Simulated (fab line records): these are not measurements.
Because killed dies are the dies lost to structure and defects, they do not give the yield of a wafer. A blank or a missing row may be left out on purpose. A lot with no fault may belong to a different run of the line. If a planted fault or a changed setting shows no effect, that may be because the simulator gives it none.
fab line records + flow gf180mcu
record:
- lots: 12
- wafers: 36
- last-day: 34
route steps=602 shown LVPWELL@63 MVSD@76 POLY_GATE@167 PSD@258
lots untouched by any fault: they come from a run of this same line in which no faults occurred
start-h: start of the lot's first displayed wafer, in hours after the record's first day + wait-h: hours since the lot's step before + " unchanged from the row above + L1.1+2: one row covering several wafers at once + - either no value or no given start + * or withheld: withheld + < > ~ a bound
route shown NAME@n: NAME is a module with steps in the file, n the number in the route of the first one + usual: the fault-free wafers' mean and standard deviation + same: alike in all rows + chamber/n: place in a boat + sites: each site's reading + _std_site: standard deviation of those values + _edge_site: outer sites' mean less inner sites' + radius-mm: for every site, how far away it sits from the centre of the wafer + mask NAME#n: copy n + behind: tool/chamber where the wafer was last shaped + hold: reason for holding the lot/hours on hold/outcome of the hold + device: the n, p or np transistor that did not switch + end of line: the same wafers' tests at the end of the route + for a step that has no rows: nothing shown but its recipe + killed: not the wafer's yield, but the dies lost to structure and defects at the first sort + map: shows each die of a wafer: x if killed, . if not, _ if none is there
set.NAME: the setting the step ran with; set.NAME@STEP: the setting that earlier step ran with + model.NAME: the simulator's own value behind a step, which no gauge read
one table for each step of the route and one row for each wafer, over a sample of lots
services: the hour from which a tool's chamber was out of use, counted from the record's first day as start-h (under 0 if before that day), plus the number of hours and why
== steps ==
step: GF_LVPWELL_IMPLANT_09
recipe:
- species: B
- energy-kev: 60
- dose-cm2: 5e+12
- tilt-deg: 0
| lot.wafer  | tool         | chamber | start-h | wait-h |
|------------|--------------|---------|---------|--------|
| L249.2+4+6 | implanter-01 | 0       | 74.48   | 0.1    |
| L250.4+5+6 | implanter-02 | 0       | 77.38   | 0.1    |
| L253.1+4+5 | implanter-02 | 0       | 95.91   | 0.1    |
| L255.4+5+6 | implanter-02 | 0       | 103.93  | 0.1    |
| L255.4+5+6 | implanter-02 | 0       | 104.25  | 0.3    |
| L258.3+4+6 | implanter-01 | 0       | 123.36  | 0.1    |
| L258.3+4+6 | implanter-01 | 0       | 123.68  | 0.3    |
| L261.2+3+6 | implanter-02 | 0       | 136.98  | 0.1    |
| L261.2+3+6 | implanter-02 | 0       | 137.30  | 0.3    |
| L263.1+3+4 | implanter-01 | 0       | 147.40  | 0.1    |
| L264.2+3+4 | implanter-03 | 0       | 153.75  | 0.1    |
| L265.2+3+6 | implanter-02 | 0       | 158.50  | 0.1    |
| L266.1+3+6 | implanter-02 | 0       | 164.18  | 0.1    |
| L268.1+2+5 | implanter-02 | 0       | 175.36  | 0.1    |
| L272.1+3+4 | implanter-03 | 0       | 197.31  | 0.1    |
step: GF_LVPWELL_TW_MEAS_11
usual:
- LVPWELL_TW: 560/4.5
| lot.wafer | tool          | chamber | start-h | wait-h | LVPWELL_TW |
|-----------|---------------|---------|---------|--------|------------|
| L249.2    | film-metro-03 | -       | 74.71   | 0.1    | 559        |
| L249.4    | "             | -       | "       | "      | 558        |
| L249.6    | "             | -       | "       | "      | 558        |
| L250.4    | film-metro-02 | -       | 77.58   | 0.1    | 558        |
| L250.5    | "             | -       | "       | "      | 559        |
| L250.6    | "             | -       | "       | "      | 561        |
| L253.1    | film-metro-03 | -       | 96.16   | 0.1    | 551        |
| L253.4    | "             | -       | "       | "      | 554        |
| L253.5    | "             | -       | "       | "      | 554        |
| L255.4    | film-metro-02 | -       | 104.51  | 0.1    | 593        |
| L255.5    | "             | -       | "       | "      | 591        |
| L255.6    | "             | -       | "       | "      | 590        |
| L258.3    | film-metro-03 | -       | 123.90  | 0.1    | 589        |
| L258.4    | "             | -       | "       | "      | 588        |
| L258.6    | "             | -       | "       | "      | 586        |
| L261.2    | film-metro-02 | -       | 137.62  | 0.2    | 593        |
| L261.3    | "             | -       | "       | "      | 589        |
| L261.6    | "             | -       | "       | "      | 590        |
| L263.1    | film-metro-03 | -       | 147.65  | 0.1    | 558        |
| L263.3    | "             | -       | "       | "      | 559        |
| L263.4    | "             | -       | "       | "      | 553        |
| L264.2    | film-metro-01 | -       | 153.99  | 0.1    | 566        |
| L264.3    | "             | -       | "       | "      | 568        |
| L264.4    | "             | -       | "       | "      | 565        |
| L265.2    | film-metro-01 | -       | 158.74  | 0.1    | 565        |
| L265.3    | "             | -       | "       | "      | 564        |
| L265.6    | "             | -       | "       | "      | 565        |
| L266.1    | film-metro-02 | -       | 164.43  | 0.1    | 560        |
| L266.3    | "             | -       | "       | "      | 558        |
| L266.6    | "             | -       | "       | "      | 561        |
| L268.1    | film-metro-01 | -       | 175.61  | 0.1    | 564        |
| L268.2    | "             | -       | "       | "      | 564        |
| L268.5    | "             | -       | "       | "      | 563        |
| L272.1    | film-metro-02 | -       | 197.56  | 0.1    | 558        |
| L272.3    | "             | -       | "       | "      | 558        |
| L272.4    | "             | -       | "       | "      | 561        |
step: GF_MVSD_STRIP_10
recipe:
- chemistry: O2/N2
- power-w: 1400
- pressure-mtorr: 1500
- platen-temp-c: 250
- o2-flow-sccm: 3000
- n2-flow-sccm: 300
- overash-fraction: 0.5
usual:
- drypump-motor-current-A: 5.67/0.11
- heater-power-w: 317/36
- oes-product-au: 0.722/0.0044
- strip-time-to-endpoint-s: 36.95/0.087
| lot.wafer | tool            | chamber | start-h | wait-h | drypump-motor-current-A | heater-power-w | oes-product-au | rf-hours-counter-h | strip-time-to-endpoint-s |
|-----------|-----------------|---------|---------|--------|-------------------------|----------------|----------------|--------------------|--------------------------|
| L249.2    | plasma-asher-01 | 1       | 88.21   | 0.1    | 5.58                    | 379            | 0.727          | 43                 | 36.87                    |
| L249.4    | "               | 1       | "       | "      | 5.56                    | 370            | 0.723          | -                  | 36.95                    |
| L249.6    | "               | 1       | "       | "      | 5.59                    | 370            | 0.721          | -                  | 36.90                    |
| L250.4    | plasma-asher-03 | 0       | 91.62   | 0.1    | 5.73                    | 290            | 0.723          | -                  | 37.04                    |
| L250.5    | "               | 1       | "       | "      | 5.42                    | 357            | 0.721          | -                  | 37.04                    |
| L250.6    | "               | 0       | "       | "      | 5.75                    | 291            | 0.724          | -                  | 36.92                    |
| L253.1    | plasma-asher-02 | 1       | 110.36  | 0.1    | 5.77                    | 282            | 0.719          | 31                 | 36.78                    |
| L253.4    | "               | 1       | "       | "      | 5.78                    | 281            | 0.723          | -                  | 36.84                    |
| L253.5    | "               | 0       | "       | "      | 5.62                    | 315            | 0.717          | -                  | 36.86                    |
| L255.4    | plasma-asher-02 | 1       | 119.12  | 0.1    | 5.77                    | 280            | 0.729          | -                  | 36.91                    |
| L255.5    | "               | 0       | "       | "      | 5.64                    | 321            | 0.725          | -                  | 36.94                    |
| L255.6    | "               | 1       | "       | "      | 5.75                    | 276            | 0.725          | -                  | 36.98                    |
| L258.3    | plasma-asher-02 | 0       | 138.97  | 0.1    | 5.63                    | 317            | 0.721          | -                  | 36.90                    |
| L258.4    | "               | 1       | "       | "      | 5.78                    | 278            | 0.716          | -                  | 36.93                    |
| L258.6    | "               | 1       | "       | "      | 5.77                    | 287            | 0.722          | -                  | 36.92                    |
| L261.2    | plasma-asher-03 | 1       | 152.49  | 0.1    | 5.42                    | 345            | 0.714          | 50                 | 36.92                    |
| L261.3    | "               | 0       | "       | "      | 5.75                    | 282            | 0.721          | -                  | 36.86                    |
| L261.6    | "               | 0       | "       | "      | 5.75                    | 289            | 0.722          | -                  | 36.86                    |
| L263.1    | plasma-asher-01 | 0       | 163.56  | 0.1    | 5.76                    | 285            | 0.719          | 5                  | 36.76                    |
| L263.3    | "               | 0       | "       | "      | 5.74                    | 287            | 0.715          | -                  | 36.80                    |
| L263.4    | "               | 1       | "       | "      | 5.58                    | 389            | 0.724          | -                  | 36.85                    |
| L264.2    | plasma-asher-03 | 1       | 170.06  | 0.1    | 5.45                    | 353            | 0.724          | 52                 | 36.96                    |
| L264.3    | "               | 0       | "       | "      | 5.76                    | 290            | 0.724          | -                  | 37.01                    |
| L264.4    | "               | 1       | "       | "      | 5.40                    | 357            | 0.726          | -                  | 36.96                    |
| L265.2    | plasma-asher-02 | 0       | 174.81  | 0.1    | 5.65                    | 329            | 0.722          | 38                 | 36.94                    |
| L265.3    | "               | 0       | "       | "      | 5.65                    | 320            | 0.723          | -                  | 36.94                    |
| L265.6    | "               | 1       | "       | "      | 5.77                    | 280            | 0.721          | -                  | 37.00                    |
| L266.1    | plasma-asher-03 | 0       | 180.55  | 0.1    | 5.74                    | 290            | 0.726          | 53                 | 36.95                    |
| L266.3    | "               | 0       | "       | "      | 5.75                    | 288            | 0.727          | -                  | 36.90                    |
| L266.6    | "               | 0       | "       | "      | 5.74                    | 288            | 0.726          | -                  | 36.86                    |
| L268.1    | plasma-asher-02 | 0       | 192.65  | 0.1    | 5.67                    | 323            | 0.724          | 40                 | 36.94                    |
| L268.2    | "               | 1       | "       | "      | 5.78                    | 281            | 0.733          | 40                 | 36.95                    |
| L268.5    | "               | 0       | "       | "      | 5.65                    | 321            | 0.723          | -                  | 37.00                    |
| L272.1    | plasma-asher-02 | 0       | 215.14  | 0.1    | 5.63                    | 329            | 0.718          | 42                 | 36.87                    |
| L272.3    | "               | 0       | "       | "      | 5.65                    | 318            | 0.724          | -                  | 36.95                    |
| L272.4    | "               | 1       | "       | "      | 5.76                    | 283            | 0.721          | -                  | 37.00                    |
step: GF_VT_IMPLANT_RS_MEAS_48
recipe:
- thk-meas-gauge: four-point-probe
usual:
- LVPWELL_RS: 1198/3.6
| lot.wafer | tool          | chamber | start-h | wait-h | LVPWELL_RS[ohm/sq] |
|-----------|---------------|---------|---------|--------|--------------------|
| L249.2    | film-metro-03 | -       | 163.05  | 0.1    | 1197               |
| L249.4    | "             | -       | "       | "      | 1194               |
| L249.6    | "             | -       | "       | "      | 1197               |
| L250.4    | film-metro-03 | -       | 166.20  | 0.1    | 1195               |
| L250.5    | "             | -       | "       | "      | 1193               |
| L250.6    | "             | -       | "       | "      | 1198               |
| L253.1    | film-metro-01 | -       | 189.06  | 0.1    | 1203               |
| L253.4    | "             | -       | "       | "      | 1200               |
| L253.5    | "             | -       | "       | "      | 1200               |
| L255.4    | film-metro-03 | -       | 200.20  | 0.1    | 1033               |
| L255.5    | "             | -       | "       | "      | 1033               |
| L255.6    | "             | -       | "       | "      | 1031               |
| L258.3    | film-metro-02 | -       | 221.68  | 0.1    | 1031               |
| L258.4    | "             | -       | "       | "      | 1033               |
| L258.6    | "             | -       | "       | "      | 1034               |
| L261.2    | film-metro-03 | -       | 239.10  | 0.1    | 1026               |
| L261.3    | "             | -       | "       | "      | 1027               |
| L261.6    | "             | -       | "       | "      | 1024               |
| L263.1    | film-metro-01 | -       | 252.21  | 0.1    | 1200               |
| L263.3    | "             | -       | "       | "      | 1200               |
| L263.4    | "             | -       | "       | "      | 1198               |
| L264.2    | film-metro-02 | -       | 259.48  | 0.1    | 1205               |
| L264.3    | "             | -       | "       | "      | 1199               |
| L264.4    | "             | -       | "       | "      | 1200               |
| L265.2    | film-metro-02 | -       | 265.70  | 0.1    | 1193               |
| L265.3    | "             | -       | "       | "      | 1197               |
| L265.6    | "             | -       | "       | "      | 1194               |
| L266.1    | film-metro-01 | -       | 272.46  | 0.1    | 1203               |
| L266.3    | "             | -       | "       | "      | 1201               |
| L266.6    | "             | -       | "       | "      | 1205               |
| L268.1    | film-metro-03 | -       | 287.16  | 0.1    | 1196               |
| L268.2    | "             | -       | "       | "      | 1196               |
| L268.5    | "             | -       | "       | "      | 1200               |
| L272.1    | film-metro-02 | -       | 311.38  | 0.1    | 1197               |
| L272.3    | "             | -       | "       | "      | 1193               |
| L272.4    | "             | -       | "       | "      | 1194               |
step: GF_POLY_GATE_CD_MEAS_10
recipe:
- target-cd-nm: 280
usual:
- cd-nm: 280.2/1.2
| lot.wafer | tool      | chamber | start-h | wait-h | cd-nm |
|-----------|-----------|---------|---------|--------|-------|
| L249.2    | cd-sem-01 | -       | 202.82  | 0.1    | 280.4 |
| L249.4    | "         | -       | "       | "      | 280.6 |
| L249.6    | "         | -       | "       | "      | 280.7 |
| L250.4    | cd-sem-02 | -       | 204.19  | 0.1    | 280.6 |
| L250.5    | "         | -       | "       | "      | 280.7 |
| L250.6    | "         | -       | "       | "      | 281.6 |
| L253.1    | cd-sem-01 | -       | 230.35  | 0.1    | 278.0 |
| L253.4    | "         | -       | "       | "      | 278.7 |
| L253.5    | "         | -       | "       | "      | 278.3 |
| L255.4    | cd-sem-02 | -       | 242.93  | 0.1    | 280.0 |
| L255.5    | "         | -       | "       | "      | 279.9 |
| L255.6    | "         | -       | "       | "      | 279.3 |
| L258.3    | cd-sem-02 | -       | 265.34  | 0.1    | 280.6 |
| L258.4    | "         | -       | "       | "      | 281.7 |
| L258.6    | "         | -       | "       | "      | 281.7 |
| L261.2    | cd-sem-01 | -       | 283.93  | 0.1    | 278.6 |
| L261.3    | "         | -       | "       | "      | 278.6 |
| L261.6    | "         | -       | "       | "      | 278.4 |
| L263.1    | cd-sem-01 | -       | 298.75  | 0.1    | 281.0 |
| L263.3    | "         | -       | "       | "      | 281.4 |
| L263.4    | "         | -       | "       | "      | 281.4 |
| L264.2    | cd-sem-01 | -       | 305.39  | 0.1    | 280.2 |
| L264.3    | "         | -       | "       | "      | 281.5 |
| L264.4    | "         | -       | "       | "      | 280.9 |
| L265.2    | cd-sem-01 | -       | 313.62  | 0.1    | 279.8 |
| L265.3    | "         | -       | "       | "      | 277.7 |
| L265.6    | "         | -       | "       | "      | 277.0 |
| L266.1    | cd-sem-01 | -       | 320.47  | 0.1    | 280.9 |
| L266.3    | "         | -       | "       | "      | 282.2 |
| L266.6    | "         | -       | "       | "      | 280.3 |
| L268.1    | cd-sem-01 | -       | 333.12  | 0.2    | 281.8 |
| L268.2    | "         | -       | "       | "      | 281.2 |
| L268.5    | "         | -       | "       | "      | 281.7 |
| L272.1    | cd-sem-01 | -       | 359.27  | 0.1    | 280.5 |
| L272.3    | "         | -       | "       | "      | 279.9 |
| L272.4    | "         | -       | "       | "      | 279.1 |
step: GF_PSD_STRIP_10
recipe:
- chemistry: O2/N2
- power-w: 1400
- pressure-mtorr: 1500
- platen-temp-c: 250
- o2-flow-sccm: 3000
- n2-flow-sccm: 300
- overash-fraction: 0.5
usual:
- drypump-motor-current-A: 5.75/0.21
- heater-power-w: 315/25
- oes-product-au: 0.592/0.0046
- strip-time-to-endpoint-s: 16.61/0.039
| lot.wafer | tool            | chamber | start-h | wait-h | drypump-motor-current-A | heater-power-w | oes-product-au | rf-hours-counter-h | strip-time-to-endpoint-s |
|-----------|-----------------|---------|---------|--------|-------------------------|----------------|----------------|--------------------|--------------------------|
| L249.2    | plasma-asher-03 | 0       | 322.04  | 0.1    | 5.74                    | 293            | 0.592          | 67                 | 16.61                    |
| L249.4    | "               | 1       | "       | "      | 5.45                    | 353            | 0.592          | -                  | 16.66                    |
| L249.6    | "               | 1       | "       | "      | 5.45                    | 352            | 0.585          | -                  | 16.67                    |
| L250.4    | plasma-asher-02 | 0       | 323.65  | 0.1    | 5.65                    | 316            | 0.590          | -                  | 16.58                    |
| L250.5    | "               | 1       | "       | "      | 5.77                    | 287            | 0.598          | -                  | 16.62                    |
| L250.6    | "               | 0       | "       | "      | 5.64                    | 319            | 0.583          | -                  | 16.61                    |
| L253.1    | plasma-asher-04 | 1       | 357.22  | 0.1    | 6.00                    | 349            | 0.588          | 72                 | 16.57                    |
| L253.4    | "               | 0       | "       | "      | 6.13                    | 323            | 0.594          | -                  | 16.62                    |
| L253.5    | "               | 0       | "       | "      | 6.12                    | 319            | 0.585          | -                  | 16.57                    |
| L255.4    | plasma-asher-04 | 0       | 370.26  | 0.1    | 6.10                    | 311            | 0.601          | -                  | 16.58                    |
| L255.5    | "               | 1       | "       | "      | 5.97                    | 344            | 0.596          | -                  | 16.58                    |
| L255.6    | "               | 0       | "       | "      | 6.11                    | 318            | 0.587          | -                  | 16.60                    |
| L258.3    | plasma-asher-03 | 0       | 398.95  | 0.1    | 5.74                    | 286            | 0.590          | -                  | 16.56                    |
| L258.4    | "               | 1       | "       | "      | 5.42                    | 349            | 0.583          | -                  | 16.59                    |
| L258.6    | "               | 1       | "       | "      | 5.41                    | 348            | 0.595          | -                  | 16.55                    |
| L261.2    | plasma-asher-02 | 1       | 420.28  | 0.1    | 5.76                    | 278            | 0.594          | 63                 | 16.65                    |
| L261.3    | "               | 1       | "       | "      | 5.77                    | 286            | 0.597          | -                  | 16.64                    |
| L261.6    | "               | 0       | "       | "      | 5.63                    | 315            | 0.591          | -                  | 16.64                    |
| L263.1    | plasma-asher-02 | 0       | 437.34  | 0.1    | 5.65                    | 328            | 0.589          | 65                 | 16.57                    |
| L263.3    | "               | 0       | "       | "      | 5.65                    | 321            | 0.593          | -                  | 16.63                    |
| L263.4    | "               | 1       | "       | "      | 5.78                    | 281            | 0.598          | -                  | 16.60                    |
| L264.2    | plasma-asher-03 | 0       | 448.49  | 0.1    | 5.77                    | 297            | 0.592          | 80                 | 16.61                    |
| L264.3    | "               | 0       | "       | "      | 5.75                    | 293            | 0.592          | -                  | 16.58                    |
| L264.4    | "               | 1       | "       | "      | 5.41                    | 347            | 0.593          | -                  | 16.60                    |
| L265.2    | plasma-asher-02 | 1       | 457.24  | 0.1    | 5.76                    | 286            | 0.597          | 67                 | 16.61                    |
| L265.3    | "               | 1       | "       | "      | 5.77                    | 281            | 0.596          | -                  | 16.65                    |
| L265.6    | "               | 0       | "       | "      | 5.64                    | 326            | 0.591          | -                  | 16.64                    |
| L266.1    | plasma-asher-02 | 0       | 463.79  | 0.1    | 5.62                    | 321            | 0.591          | 68                 | 16.61                    |
| L266.3    | "               | 1       | "       | "      | 5.78                    | 280            | 0.586          | -                  | 16.59                    |
| L266.6    | "               | 1       | "       | "      | 5.77                    | 283            | 0.583          | -                  | 16.57                    |
| L268.1    | plasma-asher-02 | 1       | 475.78  | 0.1    | 5.74                    | 280            | 0.592          | 69                 | 16.65                    |
| L268.2    | "               | 0       | "       | "      | 5.64                    | 322            | 0.593          | 69                 | 16.66                    |
| L268.5    | "               | 0       | "       | "      | 5.64                    | 322            | 0.588          | -                  | 16.67                    |
| L272.1    | plasma-asher-03 | 0       | 514.52  | 0.1    | 5.76                    | 287            | 0.590          | 86                 | 16.60                    |
| L272.3    | "               | 0       | "       | "      | 5.74                    | 293            | 0.593          | -                  | 16.61                    |
| L272.4    | "               | 1       | "       | "      | 5.41                    | 349            | 0.589          | -                  | 16.60                    |
== services ==
| tool            | chamber | start-h | hours | kind   |
|-----------------|---------|---------|-------|--------|
| implanter-01    | -       | 53.95   | 2.3   | repair |
| plasma-asher-02 | -       | 97.22   | 6.8   | repair |
| plasma-asher-01 | -       | 108.75  | 9.0   | pm     |
| implanter-03    | -       | 115.24  | 1.8   | repair |
| implanter-03    | -       | 135.40  | 0.8   | repair |
| implanter-03    | -       | 144.76  | 2.1   | repair |
| implanter-01    | -       | 183.67  | 3.9   | pm     |
| implanter-02    | -       | 236.89  | 3.7   | repair |
| plasma-asher-04 | -       | 247.79  | 3.6   | repair |
| implanter-01    | -       | 248.77  | 1.7   | repair |
| implanter-02    | -       | 249.49  | 3.5   | repair |
| implanter-01    | -       | 256.30  | 4.0   | repair |
| implanter-03    | -       | 260.38  | 1.7   | repair |
| plasma-asher-04 | -       | 262.30  | 4.2   | repair |
| implanter-01    | -       | 264.62  | 1.6   | repair |
| plasma-asher-01 | -       | 318.56  | 3.1   | repair |
| plasma-asher-04 | -       | 333.18  | 5.9   | repair |
| implanter-02    | -       | 372.04  | 3.3   | pm     |
| plasma-asher-03 | -       | 376.74  | 2.8   | pm     |
| implanter-01    | -       | 403.47  | 1.2   | repair |
| implanter-02    | -       | 432.29  | 4.0   | repair |
| implanter-01    | -       | 461.03  | 4.9   | repair |
| implanter-02    | -       | 462.31  | 2.5   | repair |
| implanter-01    | -       | 500.79  | 3.0   | pm     |
== key ==
first-sign:
- step: GF_LVPWELL_IMPLANT_09
- reading: visit
- direction: added
effect:
- step: GF_LVPWELL_TW_MEAS_11
- reading: LVPWELL_TW
- direction: up
- sigmas: 6.7
- usual: 560
- struck: 590
effect:
- step: GF_VT_IMPLANT_RS_MEAS_48
- reading: LVPWELL_RS
- direction: down
- sigmas: 47
- usual: 1198
- struck: 1030
met-at GF_LVPWELL_IMPLANT_09
struck-lots L255,L258,L261
tester-left-out L255,L258,L261
not-acting-at GF_MVSD_STRIP_10,GF_POLY_GATE_CD_MEAS_10,GF_PSD_STRIP_10
fault:
- kind: repeated-step-whole
- tool: implanter-01,implanter-02,implanter-03
- chamber: -
- onset-h: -
- steps: GF_LVPWELL_IMPLANT_09
- times: 1
- scope: struck-lots-only
tester-left-out: of these lots the tester's yield and bins aren't shown, on N5 and GAA mostly nor the transistor test; their killed dies are dies lost to structure and defects alone, not to doping, threshold or leakage, so they don't give the yield
